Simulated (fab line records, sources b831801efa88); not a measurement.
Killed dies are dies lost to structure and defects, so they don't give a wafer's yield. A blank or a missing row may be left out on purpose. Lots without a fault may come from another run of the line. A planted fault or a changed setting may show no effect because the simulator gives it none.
fab line records | flow gf180mcu
record lots=24 wafers=72 last_day=34
route steps=602 shown V2@397 M3@409 V4@491 MIM@514 PASSIVATION@587
lots that met no fault: from a run of the same line without faults
start_h: hours from the record's first day to the start of the lot's first wafer shown | wait_h: hours since the lot's step before | " the same as in the row above | L1.1+2: a row that stands for several wafers | - no value, or no start given | * or withheld: withheld | < > ~ a bound
route shown NAME@n: a module of which the file shows steps, and the number in the route of the first | usual: mean/standard deviation of fault-free wafers | same: alike in all rows | chamber/n: place in a boat | sites: the reading at each site | _std_site: their standard deviation | _edge_site: outer sites' mean less inner sites' | radius_mm: how far each site lies from the wafer's centre | mask NAME#n: copy n | behind: the tool/chamber that last shaped the wafer | hold: why the lot was held/for how many hours/how that ended | device: the transistor (n, p or np) that didn't switch | end of line: the same wafers' tests at the end of the route | a step without rows: its recipe alone | killed: dies lost to structure and defects at the first sort, not the wafer's yield | map: a wafer's dies, x killed, . not, _ none there
set.NAME: the setting as run; set.NAME@STEP: as run at that earlier step | model.NAME: the simulator's own value behind a step, which no gauge read
steps of the route over a sample of lots; a table a step, a row a wafer
services: from which hour (start_h, from the record's first day; less than 0 if before it) a tool's chamber was out of use, for how many hours, and why
## steps
# step GF_V2_OVL_MEAS_15
# usual V2_OVL=0/5.7
# columns lot.wafer tool chamber start_h wait_h V2_OVL[nm]
L074.2 overlay-01 - 473.48 0.1 10
L074.3 " - " " 15
L074.5 " - " " 12
L075.1 overlay-02 - 477.12 0.1 -6
L075.5 " - " " -9
L075.6 " - " " -8
L076.1 overlay-01 - 494.74 0.1 4
L076.2 " - " " 5
L076.4 " - " " 5
L077.1 overlay-02 - 497.82 0.1 -1
L077.2 " - " " 1
L077.5 " - " " -5
L078.2 overlay-01 - 501.28 0.1 -6
L078.4 " - " " -7
L078.6 " - " " -6
L079.1 overlay-02 - 521.89 0.1 -5
L079.3 " - " " 4
L079.4 " - " " 8
L081.2 overlay-01 - 523.93 0.1 3
L081.5 " - " " 2
L081.6 " - " " 1
L080.1 overlay-01 - 526.07 0.1 -5
L080.3 " - " " -3
L080.4 " - " " -1
L082.2 overlay-01 - 545.98 0.1 -3
L082.3 " - " " -9
L082.5 " - " " -5
L083.1 overlay-02 - 546.92 0.1 -1
L083.4 " - " " -2
L083.5 " - " " 1
L084.1 overlay-01 - 552.17 0.1 11
L084.3 " - " " 3
L084.6 " - " " -1
L085.3 overlay-01 - 555.80 0.1 -3
L085.4 " - " " -4
L085.6 " - " " 2
L086.2 overlay-01 - 575.39 0.1 -5
L086.4 " - " " -11
L086.6 " - " " -3
L087.1 overlay-02 - 590.63 0.1 3
L087.4 " - " " -3
L087.6 " - " " 2
L088.4 overlay-01 - 590.74 0.1 -13
L088.5 " - " " -1
L088.6 " - " " -12
L090.1 overlay-01 - 596.63 0.1 -4
L090.3 " - " " 0
L090.6 " - " " 2
L089.1 overlay-02 - 598.23 0.1 1
L089.4 " - " " 11
L089.6 " - " " 7
L091.1 overlay-02 - 610.03 0.1 -5
L091.4 " - " " -3
L091.6 " - " " -1
L092.1 overlay-02 - 616.17 0.1 -3
L092.2 " - " " -8
L092.6 " - " " -1
L093.1 overlay-01 - 616.19 0.1 1
L093.5 " - " " -1
L093.6 " - " " 3
L094.1 overlay-02 - 635.32 0.1 0
L094.3 " - " " 5
L094.6 " - " " 4
L095.3 overlay-01 - 636.93 0.1 4
L095.4 " - " " -7
L095.6 " - " " -4
L096.4 overlay-02 - 639.04 0.1 2
L096.5 " - " " 2
L096.6 " - " " 1
L097.1 overlay-01 - 655.48 0.1 8
L097.4 " - " " 8
L097.5 " - " " 9
# step GF_V2_SPUTTER_22
# recipe material=TiN target_thk_nm=10 chamber_pressure_pa=5 power_w=4000 time_s=40
# usual throttle_valve_pct=30.2/1.5
# columns lot.wafer tool chamber start_h wait_h throttle_valve_pct
L074.2 pvd_sputter-04 - 474.67 0.0 30.3
L074.3 " - " " 31.3
L074.5 " - " " 28.9
L075.1 pvd_sputter-01 - 478.22 0.0 27.2
L075.5 " - " " 30.3
L075.6 " - " " 32.1
L076.1 pvd_sputter-03 - 495.50 0.0 32.4
L076.2 " - " " 29.6
L076.4 " - " " 29.8
L077.1 pvd_sputter-03 - 498.61 0.0 30.0
L077.2 " - " " 32.1
L077.5 " - " " 30.0
L078.2 pvd_sputter-03 - 502.04 0.0 32.5
L078.4 " - " " 29.3
L078.6 " - " " 29.2
L079.1 pvd_sputter-04 - 522.68 0.0 31.5
L079.3 " - " " 31.1
L079.4 " - " " 28.9
L081.2 pvd_sputter-01 - 524.68 0.0 27.3
L081.5 " - " " 27.4
L081.6 " - " " 28.4
L080.1 pvd_sputter-01 - 526.86 0.0 27.1
L080.3 " - " " 28.2
L080.4 " - " " 32.5
L082.2 pvd_sputter-04 - 546.75 0.0 31.6
L082.3 " - " " 28.8
L082.5 " - " " 29.0
L083.1 pvd_sputter-04 - 547.72 0.0 30.5
L083.4 " - " " 31.6
L083.5 " - " " 31.5
L084.1 pvd_sputter-03 - 552.99 0.0 30.1
L084.3 " - " " 29.5
L084.6 " - " " 30.5
L085.3 pvd_sputter-04 - 556.59 0.0 31.4
L085.4 " - " " 28.8
L085.6 " - " " 31.7
L086.2 pvd_sputter-03 - 576.62 0.0 31.9
L086.4 " - " " 30.1
L086.6 " - " " 30.2
L088.4 pvd_sputter-01 - 591.51 0.0 32.3
L088.5 " - " " 28.2
L088.6 " - " " 30.6
L087.1 pvd_sputter-03 - 591.52 0.0 29.6
L087.4 " - " " 32.4
L087.6 " - " " 29.0
L090.1 pvd_sputter-01 - 597.39 0.0 27.1
L090.3 " - " " 30.4
L090.6 " - " " 32.6
L089.1 pvd_sputter-04 - 598.99 0.0 31.9
L089.4 " - " " 30.3
L089.6 " - " " 31.3
L091.1 pvd_sputter-03 - 610.82 0.0 29.4
L091.4 " - " " 32.6
L091.6 " - " " 29.2
L092.1 pvd_sputter-04 - 616.94 0.0 28.8
L092.2 " - " " 31.4
L092.6 " - " " 31.6
L093.1 pvd_sputter-03 - 616.99 0.0 29.0
L093.5 " - " " 32.6
L093.6 " - " " 29.1
L094.1 pvd_sputter-03 - 636.08 0.0 29.5
L094.3 " - " " 29.3
L094.6 " - " " 29.0
L095.3 pvd_sputter-04 - 637.68 0.0 30.2
L095.4 " - " " 31.3
L095.6 " - " " 31.5
L096.4 pvd_sputter-04 - 639.86 0.0 31.1
L096.5 " - " " 31.1
L096.6 " - " " 30.3
L097.1 pvd_sputter-01 - 656.24 0.0 27.9
L097.4 " - " " 32.3
L097.5 " - " " 27.3
# step GF_M3_SPUTTER_00
# recipe material=Ti target_thk_nm=37.5 arriving_ion_energy_ev=80 substrate_temp_c=200 chamber_pressure_pa=2 power_w=4000 time_s=150
# usual throttle_valve_pct=30.1/1.5
# columns lot.wafer tool chamber start_h wait_h throttle_valve_pct
L074.2 pvd_sputter-02 - 475.30 0.2 31.0
L074.3 " - " " 29.6
L074.5 " - " " 31.5
L075.1 pvd_sputter-02 - 478.85 0.1 30.6
L075.5 " - " " 31.7
L075.6 " - " " 28.8
L076.1 pvd_sputter-03 - 496.13 0.1 29.0
L076.2 " - " " 29.6
L076.4 " - " " 30.3
L077.1 pvd_sputter-01 - 499.24 0.2 28.0
L077.2 " - " " 30.3
L077.5 " - " " 30.2
L078.2 pvd_sputter-03 - 502.67 0.2 29.6
L078.4 " - " " 30.1
L078.6 " - " " 28.8
L079.1 pvd_sputter-03 - 523.32 0.2 30.1
L079.3 " - " " 32.1
L079.4 " - " " 29.4
L081.2 pvd_sputter-03 - 525.31 0.2 29.6
L081.5 " - " " 29.1
L081.6 " - " " 32.3
L080.1 pvd_sputter-02 - 527.49 0.1 31.8
L080.3 " - " " 31.1
L080.4 " - " " 28.6
L082.2 pvd_sputter-01 - 547.59 0.1 32.3
L082.3 " - " " 27.9
L082.5 " - " " 30.4
L083.1 pvd_sputter-01 - 548.51 0.2 27.2
L083.4 " - " " 28.0
L083.5 " - " " 27.1
L084.1 pvd_sputter-01 - 553.76 0.2 32.4
L084.3 " - " " 30.5
L084.6 " - " " 28.0
L085.3 pvd_sputter-03 - 557.22 0.2 29.0
L085.4 " - " " 32.3
L085.6 " - " " 29.2
L086.2 pvd_sputter-03 - 577.25 0.1 32.1
L086.4 " - " " 30.3
L086.6 " - " " 32.2
L088.4 pvd_sputter-03 - 592.14 0.1 28.9
L088.5 " - " " 32.4
L088.6 " - " " 29.0
L087.1 pvd_sputter-02 - 592.18 0.2 31.6
L087.4 " - " " 31.6
L087.6 " - " " 29.1
L090.1 pvd_sputter-02 - 598.03 0.2 29.1
L090.3 " - " " 31.7
L090.6 " - " " 28.9
L089.1 pvd_sputter-02 - 599.63 0.1 29.6
L089.4 " - " " 28.8
L089.6 " - " " 31.7
L091.1 pvd_sputter-01 - 611.46 0.2 27.0
L091.4 " - " " 32.5
L091.6 " - " " 30.3
L092.1 pvd_sputter-01 - 617.57 0.1 30.2
L092.2 " - " " 27.2
L092.6 " - " " 27.2
L093.1 pvd_sputter-02 - 617.66 0.1 31.1
L093.5 " - " " 29.2
L093.6 " - " " 32.1
L094.1 pvd_sputter-02 - 636.71 0.1 29.4
L094.3 " - " " 31.8
L094.6 " - " " 31.0
L095.3 pvd_sputter-01 - 638.31 0.2 28.3
L095.4 " - " " 32.2
L095.6 " - " " 27.4
L096.4 pvd_sputter-02 - 640.75 0.2 29.0
L096.5 " - " " 29.1
L096.6 " - " " 30.9
L097.1 pvd_sputter-03 - 656.96 0.1 32.5
L097.4 " - " " 29.4
L097.5 " - " " 29.2
# step GF_V4_OVL_MEAS_15
# usual V4_OVL=2/5.1
# columns lot.wafer tool chamber start_h wait_h V4_OVL[nm]
L074.2 overlay-02 - 572.13 0.1 -2
L074.3 " - " " -5
L074.5 " - " " -5
L075.1 overlay-02 - 575.63 0.1 -10
L075.5 " - " " -12
L075.6 " - " " -10
L076.1 overlay-01 - 590.02 0.1 -4
L076.2 " - " " -1
L076.4 " - " " 3
L077.1 overlay-02 - 592.60 0.1 -3
L077.2 " - " " 6
L077.5 " - " " 0
L078.2 overlay-01 - 597.89 0.1 -2
L078.4 " - " " 1
L078.6 " - " " 12
L079.1 overlay-01 - 614.87 0.1 6
L079.3 " - " " 9
L079.4 " - " " 9
L081.2 overlay-01 - 618.23 0.1 0
L081.5 " - " " 3
L081.6 " - " " 4
L080.1 overlay-01 - 618.57 0.1 5
L080.3 " - " " 10
L080.4 " - " " 2
L082.2 overlay-01 - 637.33 0.1 -6
L082.3 " - " " 0
L082.5 " - " " -1
L083.1 overlay-01 - 638.17 0.1 7
L083.4 " - " " -4
L083.5 " - " " 0
L084.1 overlay-02 - 643.87 0.1 -5
L084.3 " - " " 0
L084.6 " - " " -9
L085.3 overlay-01 - 644.88 0.1 -2
L085.4 " - " " -2
L085.6 " - " " -6
L086.2 overlay-02 - 664.83 0.1 3
L086.4 " - " " 2
L086.6 " - " " 3
L088.4 overlay-01 - 677.84 0.1 6
L088.5 " - " " 6
L088.6 " - " " -2
L087.1 overlay-01 - 678.72 0.1 1
L087.4 " - " " 2
L087.6 " - " " 4
L090.1 overlay-01 - 683.58 0.1 13
L090.3 " - " " 6
L090.6 " - " " 3
L089.1 overlay-02 - 686.13 0.1 -3
L089.4 " - " " 7
L089.6 " - " " 10
L091.1 overlay-02 - 694.92 0.1 -3
L091.4 " - " " -6
L091.6 " - " " 1
L092.1 overlay-02 - 701.42 0.1 2
L092.2 " - " " 0
L092.6 " - " " -7
L093.1 overlay-02 - 701.73 0.1 3
L093.5 " - " " 6
L093.6 " - " " 3
L094.1 overlay-01 - 717.82 0.1 3
L094.3 " - " " 5
L094.6 " - " " 4
L095.3 overlay-01 - 720.00 0.1 5
L095.4 " - " " 0
L095.6 " - " " 5
L096.4 overlay-02 - 723.54 0.1 6
L096.5 " - " " 7
L096.6 " - " " 9
L097.1 overlay-01 - 735.38 0.1 5
L097.4 " - " " -3
L097.5 " - " " 1
# step GF_MIM_THK_MEAS_11
# recipe thk_meas_gauge=xrf reads=AlCu_of_MIM_SPUTTER_08
# usual MIM_ALCU_THK=207.4/2.3
# columns lot.wafer tool chamber start_h wait_h MIM_ALCU_THK[nm]
L074.2 film_metro-03 - 574.06 0.1 205.8
L074.3 " - " " 207.1
L074.5 " - " " 205.8
L075.1 film_metro-03 - 577.57 0.1 207.2
L075.5 " - " " 207.7
L075.6 " - " " 208.5
L076.1 film_metro-01 - 591.98 0.1 204.1
L076.2 " - " " 203.5
L076.4 " - " " 208.1
L077.1 film_metro-01 - 594.53 0.1 207.3
L077.2 " - " " 208.1
L077.5 " - " " 209.7
L078.2 film_metro-01 - 599.84 0.1 205.1
L078.4 " - " " 204.3
L078.6 " - " " 206.2
L079.1 film_metro-03 - 616.83 0.1 207.1
L079.3 " - " " 210.2
L079.4 " - " " 206.1
L081.2 film_metro-03 - 620.16 0.1 210.8
L081.5 " - " " 211.9
L081.6 " - " " 212.5
L080.1 film_metro-03 - 620.56 0.1 208.5
L080.3 " - " " 210.0
L080.4 " - " " 207.1
L082.2 film_metro-03 - 639.32 0.1 206.0
L082.3 " - " " 205.9
L082.5 " - " " 206.6
L083.1 film_metro-01 - 640.16 0.1 208.3
L083.4 " - " " 209.5
L083.5 " - " " 210.0
L084.1 film_metro-03 - 645.80 0.1 209.1
L084.3 " - " " 209.2
L084.6 " - " " 208.5
L085.3 film_metro-03 - 646.85 0.1 207.1
L085.4 " - " " 209.2
L085.6 " - " " 207.8
L086.2 film_metro-01 - 666.99 0.1 208.6
L086.4 " - " " 207.2
L086.6 " - " " 209.6
L088.4 film_metro-01 - 679.80 0.1 206.6
L088.5 " - " " 203.3
L088.6 " - " " 208.1
L087.1 film_metro-02 - 680.71 0.1 208.4
L087.4 " - " " 205.1
L087.6 " - " " 204.5
L090.1 film_metro-02 - 685.51 0.1 208.2
L090.3 " - " " 211.6
L090.6 " - " " 211.7
L089.1 film_metro-02 - 688.08 0.1 209.7
L089.4 " - " " 212.3
L089.6 " - " " 210.0
L091.1 film_metro-01 - 696.84 0.1 209.3
L091.4 " - " " 208.4
L091.6 " - " " 207.2
L092.1 film_metro-01 - 703.37 0.1 201.5
L092.2 " - " " 202.5
L092.6 " - " " 202.4
L093.1 film_metro-02 - 703.73 0.1 204.8
L093.5 " - " " 204.5
L093.6 " - " " 207.9
L094.1 film_metro-02 - 719.81 0.1 209.6
L094.3 " - " " 208.9
L094.6 " - " " 208.8
L095.3 film_metro-01 - 721.97 0.1 206.3
L095.4 " - " " 206.7
L095.6 " - " " 206.8
L096.4 film_metro-01 - 725.50 0.1 206.5
L096.5 " - " " 204.5
L096.6 " - " " 205.7
L097.1 film_metro-03 - 737.34 0.1 206.2
L097.4 " - " " 207.6
L097.5 " - " " 208.2
# step GF_PASSIVATION_CVD_00
# recipe material=SiO2 target_thk_nm=1000 precursor=TEOS temp_c=400 time_s=113.8 rf_w=600
# usual heater_power_w=688/97
# columns lot.wafer tool chamber start_h wait_h heater_power_w
L074.2 pecvd-01 1 661.52 0.0 753
L074.3 " 0 " " 705
L074.5 " 1 " " 819
L075.1 pecvd-01 0 664.67 0.0 675
L075.5 " 2 " " 713
L075.6 " 1 " " 828
L076.1 pecvd-03 2 677.32 0.0 868
L076.2 " 1 " " 645
L076.4 " 2 " " 931
L077.1 pecvd-01 1 680.62 0.0 656
L077.2 " 2 " " 676
L077.5 " 0 " " 665
L078.2 pecvd-01 2 685.53 0.0 740
L078.4 " 0 " " 587
L078.6 " 1 " " 659
L079.1 pecvd-03 2 700.60 0.0 838
L079.3 " 0 " " 573
L079.4 " 2 " " 896
L081.2 pecvd-03 0 701.89 0.0 548
L081.5 " 0 " " 628
L081.6 " 1 " " 532
L080.1 pecvd-01 1 704.30 0.0 767
L080.3 " 2 " " 691
L080.4 " 0 " " 699
L082.2 pecvd-02 0 718.55 0.0 687
L082.3 " 2 " " 624
L082.5 " 0 " " 537
L083.1 pecvd-01 2 719.86 0.0 754
L083.4 " 2 " " 605
L083.5 " 0 " " 583
L084.1 pecvd-01 2 726.17 0.0 721
L084.3 " 1 " " 651
L084.6 " 1 " " 734
L085.3 pecvd-01 1 726.95 0.0 749
L085.4 " 2 " " 727
L085.6 " 1 " " 809
L086.2 pecvd-03 0 744.04 0.0 675
L086.4 " 1 " " 636
L086.6 " 0 " " 558
L088.4 pecvd-01 2 755.70 0.0 608
L088.5 " 0 " " 703
L088.6 " 1 " " 745
L087.1 pecvd-01 1 756.24 0.0 661
L087.4 " 0 " " 593
L087.6 " 1 " " 745
L090.1 pecvd-03 0 760.53 0.0 611
L090.3 " 2 " " 885
L090.6 " 2 " " 948
L089.1 pecvd-02 0 762.27 0.0 624
L089.4 " 1 " " 771
L089.6 " 0 " " 670
L091.1 pecvd-02 0 770.93 0.0 605
L091.4 " 0 " " 645
L091.6 " 1 " " 792
L092.1 pecvd-03 1 775.64 0.0 592
L092.2 " 0 " " 555
L092.6 " 0 " " 619
L093.1 pecvd-01 0 776.24 0.0 641
L093.5 " 2 " " 756
L093.6 " 1 " " 777
L094.1 pecvd-02 2 790.47 0.0 500
L094.3 " 2 " " 566
L094.6 " 0 " " 620
L095.3 pecvd-01 0 791.64 0.0 632
L095.4 " 2 " " 765
L095.6 " 0 " " 711
L096.4 pecvd-01 0 795.62 0.0 589
L096.5 " 1 " " 798
L096.6 " 2 " " 705
L097.1 pecvd-02 0 805.29 0.0 656
L097.4 " 0 " " 687
L097.5 " 2 " " 505
## services
# columns tool chamber start_h hours kind
pecvd-01 - 474.82 1.0 repair
pecvd-03 1 481.08 7.5 repair
pecvd-03 - 497.10 1.2 repair
pecvd-01 - 516.24 2.0 repair
pvd_sputter-03 - 530.64 20.8 repair
pvd_sputter-03 - 530.92 2.7 repair
pecvd-03 - 536.75 2.4 repair
pvd_sputter-02 - 557.69 23.7 repair
pvd_sputter-02 - 566.37 4.5 repair
pvd_sputter-01 - 606.07 0.5 repair
pvd_sputter-04 - 627.04 2.2 repair
pvd_sputter-03 - 630.62 3.0 repair
pvd_sputter-03 - 642.31 2.1 repair
pvd_sputter-04 - 664.72 3.1 repair
pvd_sputter-04 - 666.53 2.4 repair
pecvd-01 0 724.59 12.0 repair
pvd_sputter-03 - 726.71 3.0 repair
pvd_sputter-02 - 726.74 3.4 repair
pvd_sputter-04 - 731.20 1.3 repair
pvd_sputter-03 - 744.10 1.1 repair
pvd_sputter-01 - 769.17 9.0 repair
pvd_sputter-01 - 775.82 3.7 repair
pecvd-01 - 799.38 14.0 pm
pecvd-01 2 801.36 5.1 repair
## key
fault none
